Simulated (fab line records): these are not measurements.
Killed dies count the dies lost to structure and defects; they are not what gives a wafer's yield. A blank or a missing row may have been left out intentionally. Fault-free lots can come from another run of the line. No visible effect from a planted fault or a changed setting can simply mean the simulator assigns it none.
2 desks looking at one fault ; flow gf180mcu ; only its own numbers are on each desk; what lay behind them is given at the end

== METROLOGY DESK ==
What the gauges read, lot by lot, whatever tool the lot ran on: means of the sampled wafers that have a number. Marked OUT: a lot whose mean sits more than 4 standard deviations from the usual mean, which makes it out of limits; the brackets give that distance.
Columns: A = V2_CVD_02_THK at GF_V2_THK_MEAS_03, usual 852 nm; B = V2_W_RS at GF_V2_RS_MEAS_24, usual 0.328 ohm/sq; C = V2_W_THK at GF_V2_THK_MEAS_25, usual 356 nm; D = cd_nm at GF_M3_CD_MEAS_14, usual 279.3 nm
lot;first seen here;A;B;C;D
L415;day 18 20:33;867;0.324;359;281.0
L417;day 19 20:46;851;0.327;362;279.1
L418;day 20 04:05;859;0.331;357;279.3
L419;day 20 14:26;845;0.329;358;279.9
L421;day 21 17:37;856;0.324;361;279.6
L424;day 22 14:14;853;0.184 (-40) OUT;-;280.1
L425;day 22 20:38;862;0.185 (-40) OUT;-;279.8
L433;day 26 02:20;840;0.328;359;278.5
L434;day 26 04:25;850;0.328;360;280.4
L435;day 26 05:40;863;0.327;352;280.1
L436;day 26 15:49;862;0.327;361;279.7
This desk's result: L424, L425 out of limits, first on L424 (V2_W_RS at GF_V2_RS_MEAS_24), day 23 14:53. In limits: L415, L417, L418, L419, L421, L433, L434, L435, L436.

== DESK OF THE TOOL OWNER: cvd_w-01 ==
The tool's own readings at GF_V2_CVD_23 (deposits W, target thk 350 nm, time 104.94 s): means of the sampled wafers that have a number, for each lot that ran on this tool. Marked OUT: a lot whose mean sits more than 4 standard deviations from the usual mean, which makes it out of limits; the brackets give that distance.
Columns: A = heater_power_w at GF_V2_CVD_23, usual 920 W
lot;first seen here;A
L415;day 19 21:48;896
L417;day 20 22:07;914
L418;day 21 05:52;882
L419;day 21 15:40;895
L424;day 23 14:46;884
L425;day 23 21:02;887
L433;day 27 00:14;933
L434;day 27 02:11;930
L435;day 27 03:47;893
This desk's finding: nothing out of limits on any of the 9 lots.

== BROUGHT TOGETHER ==
At day 23 14:53 the metrology desk could have sounded an alarm, on L424, L425.
The desk of the tool owner found nothing out of limits.
Tool owner's desk: L424, L425 on record, inside its limits.
All the named lots went through GF_V2_CVD_23 on cvd_w-01.

== WHAT HAD BEEN PUT IN BY THE SIMULATOR ==
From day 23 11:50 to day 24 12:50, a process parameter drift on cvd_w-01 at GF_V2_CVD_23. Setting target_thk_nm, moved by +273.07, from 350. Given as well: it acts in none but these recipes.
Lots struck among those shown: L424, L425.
Delay in hours, fault start to first out-of-limits reading, per desk: metrology desk 3.
